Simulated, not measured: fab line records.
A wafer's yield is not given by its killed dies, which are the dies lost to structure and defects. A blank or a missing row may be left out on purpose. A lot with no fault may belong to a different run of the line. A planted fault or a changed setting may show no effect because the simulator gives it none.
A struck lot beside a sound one	flow sky130	13 steps out of a route of 708
Sound: wafers L127.1, L127.3, L127.6. Struck: wafers L142.2, L142.3, L142.6. The cause comes at the end.
At each step with rows: each side's tool, then ch and its chambers, then its first start. Under that, the readings that differ: sound wafers	struck wafers	difference of the means	sigmas: that difference in standard deviations of wafers without a fault.
alike: words and numbers the same on both sides, and readings whose means are apart by under 2 such deviations; not compared: readings that were withheld, readings missing a value for some wafer, numbers with overlapping values and no deviation given by the record, and bounds like >300 which may hide the same value.
A row with sigmas, a row that says differs or no value, or rows on one side alone: a step with any of these is where the two part. When numbers do not overlap yet have no deviation, they are printed without sigmas and do not part them. Lack of a reading on every wafer of one side parts them only where that side has two or more wafers.

first, 5 steps without rows for these wafers: SKY_FIELD_ISO_WET_ETCH_18 (etches Si3N4 in H3PO4, target depth 25 nm, time 286 s); SKY_FIELD_ISO_CLEAN_19 (cleans in SC1/SC2, time 150 s); SKY_FIELD_ISO_CLEAN_20 (cleans in dHF, time 20 s); SKY_FIELD_ISO_WET_ETCH_21 (etches SiO2 in dHF, target depth 20 nm, time 400 s); SKY_FIELD_ISO_OXIDATION_22 (stabilise 600 s, purge 300 s, target thk 10 nm).
SKY_FIELD_ISO_THK_MEAS_23:
  struck on film metro-01, day 5 19:42; sound on film metro-03, day 2 11:14
  alike: FIELD_ISO_OXIDATION_01_THK
then, 1 step without rows for these wafers: SKY_FIELD_ISO_CVD_24 (deposits SiO2, target thk 595 nm, time 99.2 s).
SKY_FIELD_ISO_THK_MEAS_25:
  struck on film metro-03, day 5 19:50; sound on film metro-02, day 2 11:22
  alike: FIELD_ISO_CVD_24_THK
then, 1 step without rows for these wafers: SKY_FIELD_ISO_ANNEAL_26 (time 1800 s).
SKY_FIELD_ISO_CMP_27: polishes, stops on Si3N4, t overpolish 16 s, target thk 457.8 nm.
  sound on cmp-01 ch 1,2, day 2 14:21; struck on cmp-01 ch 1,2, day 5 21:23
  alike: motor current A, overpolish run s, time to endpoint s
then, 2 steps without rows for these wafers: SKY_FIELD_ISO_WET_ETCH_28 (etches SiO2 in dHF, target depth 23.7 nm, time 47 s); SKY_FIELD_ISO_WET_ETCH_29 (etches Si3N4 in H3PO4, target depth 160 nm, time 1825 s).
SKY_FIELD_ISO_WET_ETCH_30: etches SiO2 in dHF, target depth 25 nm, time 50 s.
  sound on wet bench-02 ch 2, day 2 15:11; struck on wet bench-03 ch 0, day 5 22:13
  no value came back on the struck wafers for bath heat duty pct (%), run length s (s); on the sound wafers bath heat duty pct (%) reads 5.9 6.2 6.0
reading	sound	struck	difference	sigmas
model.SiO2_of_FIELD_ISO_CVD_24.thk nm (nm)	406.2 405.1 405.1	434.2 433.6 433.8	+28.4	
model.SiO2_of_FIELD_ISO_OXIDATION_01.thk nm (nm)	0 0 0	11.4 11.61 11.62	+11.5	

== WHERE THEY PART ==
Only at SKY_FIELD_ISO_WET_ETCH_30, within this record.

WHY: what had been put in by the simulator
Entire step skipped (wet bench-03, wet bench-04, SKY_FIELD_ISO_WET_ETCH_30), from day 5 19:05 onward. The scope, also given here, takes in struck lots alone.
